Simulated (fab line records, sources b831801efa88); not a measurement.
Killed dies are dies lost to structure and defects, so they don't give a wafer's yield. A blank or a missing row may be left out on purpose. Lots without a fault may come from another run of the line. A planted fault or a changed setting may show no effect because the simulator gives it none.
Tool commonality check | flow gf180mcu | 13 lots, 39 wafers sampled

WHY IT WAS OPENED
At GF_POLY_GATE_CD_MEAS_10 the reading cd_nm is flagged on 2 of 13 lots. Wafers without a fault read 280.3 nm, standard deviation 1.2.
Rule: a lot is flagged when every wafer of it that has a number lies more than 4 standard deviations from that mean, or none has a number. The other lots count as sound.

lot  | measured     | on        | cd_nm (nm), wafer by wafer | flag
L155 | day 9 07:31  | cd_sem-01 | 282.6 281.3 281.6          |
L156 | day 9 13:13  | cd_sem-01 | 281.3 281.4 280.7          |
L157 | day 9 16:29  | cd_sem-02 | 280.1 280.3 281.6          |
L158 | day 10 05:43 | cd_sem-02 | 281.2 281.0 280.8          |
L168 | day 12 22:46 | cd_sem-02 | 309.2 307.6 308.3          | FLAGGED
L167 | day 13 01:44 | cd_sem-02 | 308.3 307.2 306.9          | FLAGGED
L169 | day 13 06:22 | cd_sem-01 | 279.7 280.0 280.3          |
L170 | day 13 16:29 | cd_sem-01 | 277.4 277.9 278.5          |
L171 | day 14 00:11 | cd_sem-01 | 280.3 280.4 280.6          |
L173 | day 14 10:26 | cd_sem-02 | 281.4 282.0 282.7          |
L176 | day 15 11:53 | cd_sem-02 | 278.7 279.0 280.0          |
L177 | day 15 13:23 | cd_sem-01 | 278.3 278.6 277.8          |
L178 | day 16 02:28 | cd_sem-01 | 281.0 280.0 281.6          |
The numbers of the flagged lots are 307.9 nm on average: +27.6 nm against the usual, or +23 standard deviations.

WHICH TOOL RAN EACH LOT
The record holds 1 process step before the reading, out of a route of 602 steps. In each cell: the tool, then ch and the chambers that the sampled wafers went through, then the start.
lot  | flag    | GF_POLY_GATE_SOFTBAKE_06
L155 |         | litho_track-01 ch 0, day 8 22:00
L156 |         | litho_track-03 ch 0, day 9 05:00
L157 |         | litho_track-01 ch 0, day 9 08:00
L158 |         | litho_track-01 ch 0, day 9 20:00
L168 | FLAGGED | litho_track-04 ch 0, day 12 13:00
L167 | FLAGGED | litho_track-04 ch 0, day 12 15:00
L169 |         | litho_track-03 ch 0, day 12 20:00
L170 |         | litho_track-03 ch 0, day 13 06:00
L171 |         | litho_track-03 ch 0, day 13 14:00
L173 |         | litho_track-03 ch 0, day 13 23:00
L176 |         | litho_track-01 ch 0, day 15 00:00
L177 |         | litho_track-03 ch 0, day 15 02:00
L178 |         | litho_track-03 ch 0, day 15 15:00
What these steps do:
- GF_POLY_GATE_SOFTBAKE_06: time 60 s.
- GF_POLY_GATE_CD_MEAS_10: target cd 280 nm.

FLAGGED OVER TOTAL, TOOL BY TOOL (the gauges that took the reading come last)
step                     | tool           | lots run | flagged | share of the flagged lots | sound lots run after its first flagged lot
GF_POLY_GATE_SOFTBAKE_06 | litho_track-01 | 4        | 0       | none                      | -
GF_POLY_GATE_SOFTBAKE_06 | litho_track-03 | 7        | 0       | none                      | -
GF_POLY_GATE_SOFTBAKE_06 | litho_track-04 | 2        | 2       | all                       | 0
GF_POLY_GATE_CD_MEAS_10  | cd_sem-01      | 7        | 0       | none                      | -
GF_POLY_GATE_CD_MEAS_10  | cd_sem-02      | 6        | 2       | all                       | 2 (L173,L176)

WHAT THE TABLE ALLOWS
2 rows of the table ran every flagged lot: litho_track-04 at GF_POLY_GATE_SOFTBAKE_06, cd_sem-02 at GF_POLY_GATE_CD_MEAS_10.
- litho_track-04 at GF_POLY_GATE_SOFTBAKE_06: 2 of its 2 lots flagged. It ran no sound lot before its first flagged lot in this sample, so the start can't be narrowed down. Its own readings lie more than 4 standard deviations out on every wafer of the flagged lots: heater_power_total_W, plate_temp_C.
- cd_sem-02 at GF_POLY_GATE_CD_MEAS_10: 2 of its 6 lots flagged. Sound lots ran on it after the first flagged one (L173, L176), which a lasting fault on the whole tool wouldn't allow.
One tool is left: litho_track-04 at GF_POLY_GATE_SOFTBAKE_06.

WHAT THE SIMULATOR HAD PUT IN
Process parameter drift: litho_track-04, from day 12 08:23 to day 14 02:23, at GF_POLY_GATE_SOFTBAKE_06. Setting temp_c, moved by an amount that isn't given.
Lots struck among those shown: L168, L167. The rule above found the same.
